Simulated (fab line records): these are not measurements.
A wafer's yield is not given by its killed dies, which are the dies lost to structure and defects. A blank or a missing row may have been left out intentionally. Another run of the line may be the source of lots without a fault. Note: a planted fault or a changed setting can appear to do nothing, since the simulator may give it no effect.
Code-filled problem report in 8D (eight disciplines) form -- flow sfq-line -- the parts of the form that need people (team, actions taken, sign-off) are left out

1. WHAT WENT WRONG
Wafers free of any fault read 1.048 ohm/sq (standard deviation 0.012) for JJ_NB_RS at SFQ_JJ_RS_MEAS_929, against a mean of 0.722 ohm/sq on 6 wafers of 2 lots. Relative to the usual mean, that is a shift of -27 standard deviations.
The step: measures by four-point-probe.
First seen on wafer L891.3, day 67 06:03, on film-metro-03. Wafers with a number at this step in the record: 42, from 14 lots. By rule, "out" or "out of limits" means more than 4 standard deviations away from the usual mean. Any other wafer with a number is counted as sound.

2. WHAT IT IS AND WHAT IT IS NOT
question,is,is not
which readings at this step,JJ_NB_RS,-
which lots,"L891, L896","L873, L875, L877, L878, L880, L881, L882, L884, L885, L886, L889, L892"
which wafers of those lots,all that have a number,-
read on which gauges,"film-metro-01, film-metro-03",film-metro-04
when,from day 67 06:03,up to then (33 sound wafers); but 3 sound wafers of L892 came after

3. SUSPECTS, AND WHAT RULES EACH OUT
Counting: a tool at a process step up to the reading stays a suspect if it ran every lot that is out and no sound lot after the first of them.
- the gauge at SFQ_JJ_RS_MEAS_929 has been ruled out. 2 gauges (film-metro-01, film-metro-03) read the wafers that are out.
- pvd-sputter-06 at SFQ_TRILAYER_JJ_TRILAYER_DEP_SPUTTER_112 (material Nb, target thk 170 nm, time 113.3 s): kept. Every lot that is out went through it, starting with L891 (day 67 05:56), and after that it ran no sound lot; the last sound lot it ran before then is L884 (day 62 15:47).
Remaining after the count: pvd-sputter-06 at SFQ_TRILAYER_JJ_TRILAYER_DEP_SPUTTER_112.

4. THE CAUSE (what the simulator had put in)
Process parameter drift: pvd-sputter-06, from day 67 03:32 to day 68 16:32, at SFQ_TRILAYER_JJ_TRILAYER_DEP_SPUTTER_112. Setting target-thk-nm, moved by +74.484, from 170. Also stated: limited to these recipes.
This tool alone remained once counting was done.

5. THE EFFECT CHAIN, in route order
Rows list readings where the struck wafers' mean (over those with a number) sits beyond 3 standard deviations from the usual. Only readings whose record carries a usual standard deviation are examined. hours: median over the lots of the time between each lot's start at the first step of this table that gives one and its start at this step. sigmas: the change, counted in usual standard deviations.
hours,step,reading,usual,on struck wafers,change,sigmas
0,SFQ_JJ_RS_MEAS_929,JJ_NB_RS,1.048 ohm/sq,0.722,-0.326,-27
Later measuring or inspecting steps at which every struck wafer that the step has a row for has a number for every such reading, and none has moved that far: SFQ_JJ_OVL_MEAS_931.

6. HOW IT WOULD HAVE BEEN CAUGHT EARLIER
The first out-of-limits reading at a measuring or inspecting step in this record came at day 67 06:03, 3 hours after the fault's start at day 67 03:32.
An alarm limit of 4 standard deviations would not have fired on the tool readings at SFQ_TRILAYER_JJ_TRILAYER_DEP_SPUTTER_112 for which the record gives a usual standard deviation, since none of them was out on any struck wafer.
Among the 2 lots that are out, L896 began SFQ_TRILAYER_JJ_TRILAYER_DEP_SPUTTER_112 on pvd-sputter-06 after day 67 06:03. A tool hold placed at that time would have kept it from harm.
